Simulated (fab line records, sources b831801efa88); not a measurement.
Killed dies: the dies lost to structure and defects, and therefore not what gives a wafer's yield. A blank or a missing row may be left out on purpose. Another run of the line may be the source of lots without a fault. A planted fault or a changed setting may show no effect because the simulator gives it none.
What tool caused it? -- flow sky130 -- 6 lots with 18 wafers sampled at 2 steps, on a route of 708 steps

WHAT EACH GAUGE READ, for each wafer
SKY_VT_ADJUST_HVTP_TW_MEAS_11.
lot,measured,on,VT_ADJUST_HVTP_TW
L386,day 6 15:57,filmMetro-03,1366 1360 1363
L389,day 7 10:48,filmMetro-03,1368 1371 1371
L391,day 8 00:10,filmMetro-03,1367 1365 1359
L394,day 8 17:08,filmMetro-04,1389 1390 1395
L396,day 9 05:28,filmMetro-02,1349 1353 1362
L404,day 11 10:25,filmMetro-03,1287 1288 1282

WHAT TOOL EACH LOT RAN ON (gives the tool, then ch and the chambers of the sampled wafers, and finally the start)
lot,SKY_VT_ADJUST_HVTP_IMPLANT_09
L386,"implanter-03 ch 0, day 6 15:44"
L389,"implanter-04 ch 0, day 7 10:35"
L391,"implanter-04 ch 0, day 7 23:57"
L394,"implanter-02 ch 0, day 8 16:53"
L396,"implanter-02 ch 0, day 9 05:15"
L404,"implanter-03 ch 0, day 11 10:10"
- SKY_VT_ADJUST_HVTP_IMPLANT_09

THE ANSWER, worked out from the rows above alone
Rule: what is usual is taken from the lots themselves. The widest of any qualifying gaps counts: lots, ordered by their means at a reading, are off when they make up no more than a third of the lots, leave a main group of 4 or more, and stand apart from it by 3 or more times the standard deviation of that group's means. The tables above print the reading to a certain number of digits; a main group whose means all agree to those digits is not used. A lot without any number at a reading at which 4 lots or more have one is off too. Any other lot the step has rows for is counted as sound.
Off: L404, at SKY_VT_ADJUST_HVTP_TW_MEAS_11 (VT_ADJUST_HVTP_TW). For the main group the mean is 1369 and the standard deviation 12.
If a tool, at a process step before that reading, ran all the lots that are off and no sound lot after the first of them, it fits. The gauges at SKY_VT_ADJUST_HVTP_TW_MEAS_11 are tried like those tools. Undecided on this evidence; 2 tools fit (implanter-03 at SKY_VT_ADJUST_HVTP_IMPLANT_09, filmMetro-03 at SKY_VT_ADJUST_HVTP_TW_MEAS_11).

WHAT THE SIMULATOR HAD INSERTED
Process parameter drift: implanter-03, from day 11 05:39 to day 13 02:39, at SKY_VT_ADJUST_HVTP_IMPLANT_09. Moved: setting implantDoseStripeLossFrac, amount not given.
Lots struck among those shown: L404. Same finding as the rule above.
